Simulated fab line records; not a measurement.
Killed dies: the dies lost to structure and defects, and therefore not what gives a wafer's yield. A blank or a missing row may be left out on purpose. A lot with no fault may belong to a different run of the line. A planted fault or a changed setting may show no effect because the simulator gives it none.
Matching of chambers	flow sky130	4 sister chambers for SKY_VIA3_CMP_24 on cmp-01
The step polishes, stops on SiO2, t overpolish 20 s, target thk 0 nm. 36 wafers are shown with their chamber, then 12 later ones without.

## WAFERS PAIRED WITH THEIR CHAMBERS
wafer	chamber	motor current A (A)	time to endpoint s (s)	overpolish run s (s)
L074.1	2	11.5	99	20.010
L074.3	1	8.7	90	19.984
L074.5	3	10.4	90	20.008
L075.4	0	10.8	93	19.997
L075.5	1	8.4	93	20.004
L075.6	0	10.9	91	20.024
L076.2	3	10.2	87	19.994
L076.4	2	11.6	98	20.008
L076.5	1	8.6	89	20.008
L078.1	0	10.4	95	19.992
L078.2	2	10.9	104	19.999
L078.3	1	8.6	93	20.001
L080.2	1	8.6	90	19.995
L080.3	3	9.8	93	19.993
L080.4	0	9.6	92	20.009
L081.1	1	9.0	91	20.008
L081.5	0	10.6	91	19.998
L081.6	3	9.9	88	20.001
L082.1	1	8.5	89	20.014
L082.2	2	11.0	103	20.005
L082.5	2	10.8	102	20.019
L084.3	1	9.0	94	20.009
L084.5	1	8.3	94	20.002
L084.6	0	11.0	97	19.988
L085.3	2	10.9	105	20.000
L085.4	0	10.5	99	20.010
L085.6	1	8.8	94	20.000
L086.1	1	8.6	92	19.984
L086.3	2	11.1	101	19.993
L086.4	0	10.5	95	20.002
L087.3	2	10.9	100	19.994
L087.4	3	10.5	93	20.013
L087.6	1	9.0	91	20.003
L088.1	0	10.9	96	19.985
L088.2	1	8.4	94	20.012
L088.4	3	10.4	95	19.996

SIGNATURES, as means of the wafers listed above
reading	chamber 0	chamber 1	chamber 2	chamber 3	scatter within a chamber
motor current A	10.578	8.654	11.088	10.200	0.314
time to endpoint s	94.33	91.85	101.50	91.00	2.5
overpolish run s	20.00056	20.00185	20.00350	20.00083	0.00991
Rule: distance of a wafer from a chamber = root of the sum over the readings of ((wafer's reading minus chamber's mean) / reading's scatter) squared. If the next closest chamber is less than 2 further off than the closest, the wafer can't be placed; otherwise it belongs to the closest. The scatter: take each reading less its chamber's mean, square it, sum over the shown wafers, divide by the number of wafers less the number of chambers, and take the root.

## WAFERS WHOSE CHAMBER IS MISSING
wafer	motor current A (A)	time to endpoint s (s)	overpolish run s (s)
L090.3	10.7	99	19.998
L090.5	11.4	108	20.014
L090.6	9.5	95	20.000
L089.2	10.6	97	19.987
L089.4	8.6	94	19.996
L089.5	10.4	96	19.993
L093.1	10.8	99	20.009
L093.5	10.9	97	20.007
L093.6	9.0	93	20.001
L097.1	11.6	100	20.010
L097.2	10.5	90	19.990
L097.3	8.8	91	19.994

## WHICH CHAMBER EACH ONE RAN IN
wafer	from the rows above	in truth
L090.3	can't be placed: 2 or 0 or 3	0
L090.5	2	2
L090.6	can't be placed: 3 or 1 or 0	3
L089.2	can't be placed: 0 or 2 or 3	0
L089.4	1	1
L089.5	can't be placed: 0 or 3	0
L093.1	can't be placed: 2 or 0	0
L093.5	can't be placed: 0 or 2 or 3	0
L093.6	1	1
L097.1	2	2
L097.2	can't be placed: 3 or 0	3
L097.3	1	1
Correctly placed: 5 of 12. From these rows, 7 cannot be placed; in 7 the true chamber is one of the candidates. 0 placed wrongly.
